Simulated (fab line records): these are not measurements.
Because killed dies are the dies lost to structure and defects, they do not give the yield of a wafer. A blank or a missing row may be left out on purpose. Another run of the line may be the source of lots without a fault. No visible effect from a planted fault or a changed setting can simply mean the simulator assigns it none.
Chamber matching || flow sky130 || SKY_VIA2_CMP_02 on cmp-01: 4 sister chambers
The step polishes SiO2. 14 wafers are shown with their chamber, then 7 later ones without.

EACH WAFER AND ITS CHAMBER
{"wafer": "L112.1", "chamber": 3, "motorCurrentA (A)": 13.6, "platenRpm (rpm)": 59.94}
{"wafer": "L112.3", "chamber": 2, "motorCurrentA (A)": 14.4, "platenRpm (rpm)": 59.98}
{"wafer": "L112.5", "chamber": 2, "motorCurrentA (A)": 13.3, "platenRpm (rpm)": 60.01}
{"wafer": "L115.1", "chamber": 3, "motorCurrentA (A)": 13.2, "platenRpm (rpm)": 60.00}
{"wafer": "L115.3", "chamber": 2, "motorCurrentA (A)": 13.3, "platenRpm (rpm)": 60.01}
{"wafer": "L115.5", "chamber": 2, "motorCurrentA (A)": 13.8, "platenRpm (rpm)": 59.96}
{"wafer": "L119.2", "chamber": 3, "motorCurrentA (A)": 13.6, "platenRpm (rpm)": 60.01}
{"wafer": "L119.4", "chamber": 1, "motorCurrentA (A)": 12.4, "platenRpm (rpm)": 59.98}
{"wafer": "L119.6", "chamber": 2, "motorCurrentA (A)": 14.8, "platenRpm (rpm)": 60.01}
{"wafer": "L120.1", "chamber": 3, "motorCurrentA (A)": 14.0, "platenRpm (rpm)": 59.96}
{"wafer": "L120.5", "chamber": 3, "motorCurrentA (A)": 14.4, "platenRpm (rpm)": 60.00}
{"wafer": "L120.6", "chamber": 2, "motorCurrentA (A)": 13.4, "platenRpm (rpm)": 59.98}
{"wafer": "L121.1", "chamber": 0, "motorCurrentA (A)": 10.7, "platenRpm (rpm)": 60.05}
{"wafer": "L121.5", "chamber": 1, "motorCurrentA (A)": 12.7, "platenRpm (rpm)": 60.00}

SIGNATURES, as means of the wafers listed above
{"reading": "motorCurrentA", "chamber 0": 10.700, "chamber 1": 12.550, "chamber 2": 13.833, "chamber 3": 13.760, "scatter within a chamber": 0.538}
{"reading": "platenRpm", "chamber 0": 60.0500, "chamber 1": 59.9900, "chamber 2": 59.9917, "chamber 3": 59.9820, "scatter within a chamber": 0.0248}
Rule: for each reading, subtract the chamber's mean from the wafer's reading, divide by that reading's scatter and square the result; add these up over the readings and take the root, which gives the wafer's distance from the chamber. If the next closest chamber is less than 2 further off than the closest, the wafer can't be placed; otherwise it belongs to the closest. The scatter is the square root of a quotient: the sum, over the shown wafers, of each reading's squared deviation from its chamber's mean, divided by wafers minus chambers.

WAFERS WITH NO CHAMBER GIVEN
{"wafer": "L121.6", "motorCurrentA (A)": 14.0, "platenRpm (rpm)": 59.99}
{"wafer": "L129.1", "motorCurrentA (A)": 14.8, "platenRpm (rpm)": 59.94}
{"wafer": "L129.2", "motorCurrentA (A)": 14.5, "platenRpm (rpm)": 60.01}
{"wafer": "L129.5", "motorCurrentA (A)": 10.8, "platenRpm (rpm)": 59.96}
{"wafer": "L130.1", "motorCurrentA (A)": 10.4, "platenRpm (rpm)": 60.01}
{"wafer": "L130.3", "motorCurrentA (A)": 15.0, "platenRpm (rpm)": 60.04}
{"wafer": "L130.4", "motorCurrentA (A)": 14.7, "platenRpm (rpm)": 59.97}

EACH ONE'S CHAMBER
{"wafer": "L121.6", "from the rows above": "can't be placed: 2 or 3", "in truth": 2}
{"wafer": "L129.1", "from the rows above": "can't be placed: 3 or 2", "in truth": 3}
{"wafer": "L129.2", "from the rows above": "can't be placed: 2 or 3", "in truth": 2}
{"wafer": "L129.5", "from the rows above": "can't be placed: 1 or 0", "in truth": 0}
{"wafer": "L130.1", "from the rows above": 0, "in truth": 0}
{"wafer": "L130.3", "from the rows above": "can't be placed: 2 or 3", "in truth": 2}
{"wafer": "L130.4", "from the rows above": "can't be placed: 3 or 2", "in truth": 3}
Correctly placed: 1 of 7. Can't be placed from these rows: 6 (the true chamber is among the candidates in 6). Wrongly placed: 0.
